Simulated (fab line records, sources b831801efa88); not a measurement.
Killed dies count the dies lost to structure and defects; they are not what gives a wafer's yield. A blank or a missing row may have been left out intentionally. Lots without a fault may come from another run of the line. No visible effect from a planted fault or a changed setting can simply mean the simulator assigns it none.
Struck lot and sound lot, side by side -- flow sfq line -- 14 steps out of a route of 325
Sound: the wafers L961.2, L961.5, L961.6. Struck: wafer L978.3 (L978.1, L978.5, from the same lot, were not struck and are left out); the cause is given at the end.
Per side, at each step with rows, come the tool, then ch with its chambers, and then its first start. Under that, the readings that differ: sound wafers -- struck wafers -- difference of the means -- sigmas: that difference in standard deviations of wafers without a fault.
alike: words and numbers the same on both sides, and readings whose means are apart by under 2 such deviations; not compared: readings that were withheld, readings missing a value for some wafer, numbers with overlapping values and no deviation given by the record, and bounds like >300 which may hide the same value.
A row with sigmas, a row that says differs or no value, or rows on one side alone: a step with any of these is where the two part. Numbers that don't overlap but have no deviation are shown without sigmas and don't part them. Lack of a reading on every wafer of one side parts them only where that side has two or more wafers.

first, 1 step without rows for these wafers: SFQ_TRILAYER_M4_STRIP_SOLV_CLEAN_098 (cleans in NMP, time 600 s).
SFQ_TRILAYER_I4_DEP_PECVD_099: deposits SiO2 from SiH4/N2O, time 111.11 s, target thk 500 nm.
  sound on pecvd-02 ch 0,1, day 47 22:00; struck on pecvd-01 ch 1, day 57 16:53
reading,sound,struck,difference,sigmas
heater power w (W),62 64 61,111,+49,+3
  alike: throttle valve pct
SFQ_TRILAYER_I4_CMP_CMP_100: polishes SiO2.
  sound on cmp-02 ch 0,1,2, day 48 01:02; struck on cmp-02 ch 3, day 58 02:41
  alike: motor current A, time to endpoint s
SFQ_I4_BOW_MEAS_927:
  sound: film metro-04 at day 48 03:03; struck: film metro-02 at day 58 04:11
reading,sound,struck,difference,sigmas
I4_BOW (um),-6 -11 6,16,+20,+2
SFQ_TRILAYER_I4_METRO_MEASURE_101:
  sound: film metro-04 at day 48 03:21; struck: film metro-02 at day 58 04:18
  alike: thk nm
then, 6 steps without rows for these wafers: SFQ_TRILAYER_I4_VIA_LITHO_COAT_108 (resist thk 62 nm); SFQ_TRILAYER_I4_VIA_LITHO_COAT_103 (resist thk 650 nm); SFQ_TRILAYER_I4_VIA_LITHO_SOFTBAKE_107; SFQ_TRILAYER_I4_VIA_LITHO_EXPOSE_104 (exposes mask I4, target cd 700 nm); SFQ_TRILAYER_I4_VIA_LITHO_PEB_106 (peb time 60 s); SFQ_TRILAYER_I4_VIA_LITHO_DEVELOP_105 (time 60 s).
-- the record jumps here: 4 days lie between the struck wafers' starts before and after --
SFQ_I4_OVL_MEAS_928:
  sound: overlay-01 at day 53 07:28; struck: overlay-02 at day 62 06:56
  alike: I4_OVL
SFQ_TRILAYER_I4_VIA_BARC_OPEN_VIA_ETCH_146: etches BARC in O2, target depth 125 nm, time 41.7 s.
  sound on rie diel-02 ch 0,1,3, day 53 07:29; struck on rie diel-02 ch 3, day 62 06:58
reading,sound,struck,difference,sigmas
oes product au (a.u.),0.681 0.693 0.687,0.716,+0.029,+6
run length s (s),70.2 70.2 70.0,67.7,-2.4,-7
  alike: drypump motor current A
  not compared: rf hours counter h
SFQ_TRILAYER_I4_VIA_ETCH_VIA_ETCH_106: etches SiO2 in CHF3, stops on Nb, target depth 260 nm.
  sound on rie diel-02 ch 0,1,3, day 53 07:32; struck on rie diel-02 ch 3, day 62 07:01
  alike: drypump motor current A, oes product au

WHERE THEY PART
At SFQ_TRILAYER_I4_DEP_PECVD_099 first; at SFQ_TRILAYER_I4_VIA_BARC_OPEN_VIA_ETCH_146 last (within this record only). Later steps at which nothing parts them and some readings are alike: SFQ_TRILAYER_I4_VIA_ETCH_VIA_ETCH_106.

WHY: what had been put in by the simulator
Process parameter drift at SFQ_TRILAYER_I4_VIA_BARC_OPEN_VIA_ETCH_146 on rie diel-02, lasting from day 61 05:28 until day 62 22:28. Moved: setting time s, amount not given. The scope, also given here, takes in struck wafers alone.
